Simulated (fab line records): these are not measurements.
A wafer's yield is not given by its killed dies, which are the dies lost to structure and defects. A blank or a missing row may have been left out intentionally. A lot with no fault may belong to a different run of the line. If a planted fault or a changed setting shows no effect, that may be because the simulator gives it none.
Code-filled problem report in 8D (eight disciplines) form | flow sky130 | the parts of the form that need people (team, actions taken, sign-off) are left out

1. THE ISSUE
Mean of cathode-dc-power-W at SKY_METAL5_SPUTTER_00: 2723.0 W across 6 wafers in 2 lots; on wafers with no fault it is 3000.1 W (standard deviation 0.52). That is -99 or more standard deviations from the usual mean.
The step: material Ti, target thk 15 nm, time 10 s.
First seen on wafer L688.3, day 46 01:36, on pvd-sputter-03. The record holds 18 wafers of 6 lots with a number at this step. The rule behind "out" and "out of limits": a value lying over 4 standard deviations away from the usual mean. The other wafers with a number count as sound.

2. WHAT THIS IS AND IS NOT
question                    | is                     | is not
which readings at this step | cathode-dc-power-W     | chamber-pressure-pa, throttle-valve-pct
which lots                  | L688, L690             | L678, L681, L694, L697
which wafers of those lots  | all that have a number | -
read on which tools         | pvd-sputter-03         | pvd-sputter-01, pvd-sputter-02
when                        | from day 46 01:36      | up to then (6 sound wafers); but 6 sound wafers of L694, L697 came after

3. SUSPECTS, AND WHAT RULES EACH OUT
Counting: a tool at any process step up to the reading remains a suspect when it ran all the lots that are out and ran no sound lot after the first of those.
- rie-diel-01 at SKY_VIA4_ETCH_12 (etches SiO2 in C4F8/O2/Ar, stops on TiN, target depth 580 nm): ruled out as a lasting fault. Sound lots L697 ran on it after its first lot that is out, L688 (day 46 00:07).
- cvd-w-02 at SKY_VIA4_CVD_18 (deposits W, target thk 505 nm, time 152.14 s): ruled out as a lasting fault. Sound lots L694 ran on it after its first lot that is out, L688 (day 46 00:55).
- pvd-sputter-03 at SKY_METAL5_SPUTTER_00 (material Ti, target thk 15 nm, time 10 s): kept. Every lot that is out went through it, starting with L688 (day 46 01:36), and after that it ran no sound lot; the last sound lot it ran before then is L681 (day 44 08:32). Out on those wafers are its own readings of cathode-dc-power-W.
Left after counting: pvd-sputter-03 at SKY_METAL5_SPUTTER_00.

4. THE CAUSE (what the simulator had put in)
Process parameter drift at SKY_METAL5_SPUTTER_00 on pvd-sputter-03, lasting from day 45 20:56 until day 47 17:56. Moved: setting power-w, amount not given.
The count eliminated every tool but this one.

5. THE EFFECT CHAIN, in route order
Each row: a reading whose mean over the struck wafers that have a number lies more than 3 standard deviations from the usual. Only readings whose record carries a usual standard deviation are examined. hours: median over the lots of the time between each lot's start at the first step of this table that gives one and its start at this step. sigmas: the change, counted in usual standard deviations.
hours | step                  | reading            | usual    | on struck wafers | change | sigmas
0     | SKY_METAL5_SPUTTER_00 | cathode-dc-power-W | 3000.1 W | 2723.0           | -277.1 | -99 or more
It contains these process steps:
- SKY_METAL5_SPUTTER_00: material Ti, target thk 15 nm, time 10 s.

6. WHAT WOULD HAVE CAUGHT IT SOONER
In this record no reading fell out of limits until day 46 01:36, 5 hours after the fault had begun at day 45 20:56.
